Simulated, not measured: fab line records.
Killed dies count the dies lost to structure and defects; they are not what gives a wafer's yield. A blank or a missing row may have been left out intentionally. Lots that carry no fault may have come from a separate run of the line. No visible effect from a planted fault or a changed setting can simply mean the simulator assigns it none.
Which tool was responsible? -- flow gf180mcu -- 39 wafers from 13 lots sampled at 3 of the route's 602 steps

WHAT THE GAUGES SHOWED, per wafer
GF_V5_THK_MEAS_25: measures by xrf. Usual: V5_W_THK 343 nm, standard deviation 4.4.
lot,measured,on,V5_W_THK (nm),flag
L868,day 27 10:00,filmMetro-03,347 347 350,
L869,day 27 17:00,filmMetro-02,345 339 339,
L870,day 27 21:10,filmMetro-02,339 342 339,
L871,day 28 03:28,filmMetro-01,334 343 341,
L872,day 28 14:50,filmMetro-01,343 345 339,
L873,day 28 20:04,filmMetro-01,340 348 340,
L874,day 29 01:07,filmMetro-01,340 338 350,
L875,day 29 12:41,filmMetro-02,347 336 336,
L876,day 29 18:17,filmMetro-03,342 339 342,
L878,day 30 15:01,filmMetro-02,351 349 335,
L879,day 30 18:02,filmMetro-01,342 339 352,
L880,day 31 00:55,filmMetro-02,339 344 345,
L884,day 31 23:51,filmMetro-02,348 352 342,

WHAT TOOL EACH LOT RAN ON (gives the tool, then ch and the chambers of the sampled wafers, and finally the start)
lot,GF_V1_CMP_26,GF_V5_SPUTTER_21
L868,"cmp-01 ch 0,1,2, day 18 08:24","pvdSputter-02, day 27 09:40"
L869,"cmp-02 ch 0,1,2, day 18 17:01","pvdSputter-01, day 27 16:39"
L870,"cmp-02 ch 1,3, day 18 21:36","pvdSputter-01, day 27 20:50"
L871,"cmp-01 ch 1,2, day 19 05:56","pvdSputter-01, day 28 03:07"
L872,"cmp-02 ch 0,2,3, day 19 19:29","pvdSputter-02, day 28 14:28"
L873,"cmp-01 ch 0,3, day 20 00:05","pvdSputter-03, day 28 19:44"
L874,"cmp-02 ch 1,2, day 20 08:44","pvdSputter-02, day 29 00:46"
L875,"cmp-01 ch 0,2,3, day 20 23:25","pvdSputter-03, day 29 12:20"
L876,"cmp-01 ch 0,2,3, day 21 07:32","pvdSputter-03, day 29 17:56"
L878,"cmp-02 ch 2,3, day 22 05:49","pvdSputter-01, day 30 14:39"
L879,"cmp-01 ch 1,2, day 22 13:19","pvdSputter-02, day 30 17:42"
L880,"cmp-02 ch 1,2,3, day 22 20:49","pvdSputter-01, day 31 00:35"
L884,"cmp-02 ch 1,2,3, day 24 00:50","pvdSputter-01, day 31 23:31"
- GF_V1_CMP_26: polishes, stops on SiO2, t overpolish 15 s, target thk 0 nm.
- GF_V5_SPUTTER_21: material Ti, target thk 15 nm, time 80.02 s.

WHAT THE TOOLS THEMSELVES READ (means of the sampled wafers that have a number; where no wafer has one, the mark that the record gives instead)
GF_V1_CMP_26. Usual: motorCurrentA 11.7 A, standard deviation 1.2; overpolishRunS 15.001 s, standard deviation 0.0092; slurryFilterDpKPa 13.50 kPa, standard deviation 0.14; timeToEndpointS 84 s, standard deviation 4.3.
lot,tool,motorCurrentA (A),overpolishRunS (s),slurryFilterDpKPa (kPa),timeToEndpointS (s),flag
L868,cmp-01,11.5,15.009,13.47,81,
L869,cmp-02,12.5,14.999,13.43,82,
L870,cmp-02,12.4,14.997,13.54,83,
L871,cmp-01,12.2,15.000,13.54,78,
L872,cmp-02,11.6,15.003,13.51,87,
L873,cmp-01,11.0,14.999,13.62,85,
L874,cmp-02,13.1,15.002,13.61,85,
L875,cmp-01,11.7,15.005,13.49,85,
L876,cmp-01,11.0,15.000,13.50,84,
L878,cmp-02,11.7,15.000,13.45,91,
L879,cmp-01,12.6,15.007,13.50,82,
L880,cmp-02,12.5,15.002,13.56,85,
L884,cmp-02,11.9,15.004,13.38,88,

GF_V5_SPUTTER_21. Usual: 30.2 % for throttleValvePct, sd 1.1.
lot,tool,throttleValvePct (%),flag
L868,pvdSputter-02,30.5,
L869,pvdSputter-01,29.6,
L870,pvdSputter-01,29.2,
L871,pvdSputter-01,30.4,
L872,pvdSputter-02,30.5,
L873,pvdSputter-03,29.6,
L874,pvdSputter-02,30.2,
L875,pvdSputter-03,29.8,
L876,pvdSputter-03,29.1,
L878,pvdSputter-01,28.8,
L879,pvdSputter-02,29.9,
L880,pvdSputter-01,29.8,
L884,pvdSputter-01,29.7,

THE ANSWER, worked out from the rows above alone
Rule: a lot is off if the mean of its wafers that have a number lies more than 3 standard deviations from the usual mean. A lot without any number at a reading at which 4 lots or more have one is off too. All remaining lots with rows at the step are treated as sound. First the gauges in route order, then the tools' own readings, where a lot's mean is used as printed above. At the first step where some lot is off, the reading lying furthest off is the one used; lots without a number count as furthest.
None of the lots is off at any reading shown; this tells nothing.

WHAT THE SIMULATOR HAD PUT IN
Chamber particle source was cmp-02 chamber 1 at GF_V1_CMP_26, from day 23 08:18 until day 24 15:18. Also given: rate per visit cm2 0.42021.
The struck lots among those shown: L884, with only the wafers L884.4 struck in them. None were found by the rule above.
